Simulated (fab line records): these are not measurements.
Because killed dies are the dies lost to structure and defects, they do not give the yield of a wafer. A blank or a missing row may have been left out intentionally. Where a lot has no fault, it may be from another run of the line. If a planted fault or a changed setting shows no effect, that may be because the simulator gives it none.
Problem report, 8D (eight disciplines) form, completed by code + flow gf180mcu + the parts of the form that need people (team, actions taken, sign-off) are left out

## 1. THE ISSUE
PASSIVATION_CVD_00_THK at GF_PASSIVATION_THK_MEAS_01 reads a mean of 836 nm on 1 wafer of 1 lot; wafers without a fault read 993 nm with a standard deviation of 13. Measured from the usual mean, that is -12 standard deviations.
The first sign was on wafer L526.6 at day 31 15:49, on film-metro-01. The record holds 32 wafers of 11 lots with a number at this step. The rule behind "out" and "out of limits": a value lying over 4 standard deviations away from the usual mean. The other wafers with a number count as sound.

## 2. WHAT IT IS AND WHAT IT IS NOT
| question                    | is                     | is not                                                                                       |
|-----------------------------|------------------------|----------------------------------------------------------------------------------------------|
| which readings at this step | PASSIVATION_CVD_00_THK | -                                                                                            |
| which lots                  | L526                   | L514, L515, L518, L519, L520, L533, L534, L535, L536, L537                                   |
| which wafers of those lots  | L526.6                 | L526.3                                                                                       |
| read on which gauges        | film-metro-01          | film-metro-02, film-metro-04                                                                 |
| when                        | from day 31 15:49      | up to then (16 sound wafers); but 15 sound wafers of L533, L534, L535, L536, L537 came after |

## 3. SUSPECTS, AND WHAT RULES EACH OUT
Counting: any tool at a process step up to the reading remains a suspect provided it ran every lot that is out. Sound lots after the first of them don't rule it out here, since some wafers of a struck lot are sound.
- the gauge at GF_PASSIVATION_THK_MEAS_01: ruled out. All the wafers that are out were read on film-metro-01, but those of them that GF_PASSIVATION_CVD_00 has rows for are out there too, on other tools.
- pvd-sputter-03 at GF_MIM_SPUTTER_02 (material AlCu, target thk 450 nm, time 23.9 s): kept. It ran the lot that is out, L526 (day 28 09:47); its last sound lot up to then is L520 (day 26 09:57).
- pvd-sputter-04 at GF_V5_SPUTTER_21 (material Ti, target thk 15 nm, time 80.02 s): kept. It ran the lot that is out, L526 (day 30 20:11); its last sound lot up to then is L520 (day 29 01:20).
- pvd-sputter-04 at GF_TOP_METAL_SPUTTER_00 (material Ti, target thk 37.5 nm, time 150 s): kept. It ran the lot that is out, L526 (day 30 20:53).
- pecvd-01 at GF_PASSIVATION_CVD_00 (deposits SiO2 from TEOS, target thk 1000 nm, time 111.95 s): kept. It ran the lot that is out, L526 (day 31 15:43); its last sound lot up to then is L520 (day 29 21:20). Its own run-length-s readings are out on those wafers.
Left after counting: pvd-sputter-03 at GF_MIM_SPUTTER_02, pvd-sputter-04 at GF_V5_SPUTTER_21, pvd-sputter-04 at GF_TOP_METAL_SPUTTER_00, pecvd-01 at GF_PASSIVATION_CVD_00.

## 4. THE CAUSE (what the simulator had put in)
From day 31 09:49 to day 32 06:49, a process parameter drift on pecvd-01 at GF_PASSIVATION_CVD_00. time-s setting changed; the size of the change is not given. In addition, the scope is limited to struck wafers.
After counting, 4 suspects remain, this tool included.

## 5. THE EFFECT CHAIN, in route order
One row per reading whose mean, taken over the struck wafers that have a number, lies over 3 standard deviations from the usual. Readings are gone through only where the record gives a usual standard deviation; hours: the median, over the lots, of the time from a lot's start at the first step in this table giving one to that lot's start at this step; sigmas: the change measured in usual standard deviations.
| hours | step                       | reading                | usual      | on struck wafers | change | sigmas |
|-------|----------------------------|------------------------|------------|------------------|--------|--------|
| 0     | GF_PASSIVATION_CVD_00      | run-length-s           | 139.6 s    | 121.3            | -18.3  | -32    |
| 0     | GF_PASSIVATION_THK_MEAS_01 | PASSIVATION_CVD_00_THK | 993 nm     | 836              | -157   | -12    |
| 17    | GF_PASSIVATION_ETCH_11     | oes-product-au         | 0.959 a.u. | 0.922            | -0.037 | -4.4   |
It contains these process steps:
- GF_PASSIVATION_CVD_00: deposits SiO2 from TEOS, target thk 1000 nm, time 111.95 s.
- GF_PASSIVATION_ETCH_11: etches the open film in CF4/O2, stops on TiN, target depth 1800 nm, time 400 s.

## 6. HOW IT WOULD HAVE BEEN CAUGHT EARLIER
The first out-of-limits reading at a measuring or inspecting step in this record came at day 31 15:49, 6 hours after the fault's start at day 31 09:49.
At GF_PASSIVATION_CVD_00, the tool's own readings (run-length-s) were out on each struck wafer the step has a row for, so an alarm limit on them would have fired on the first such wafer.
The start of GF_PASSIVATION_CVD_00 on pecvd-01 came by day 31 15:49 for every one of the lots that are out (1). Holding the tool at that point would not have protected any of them.
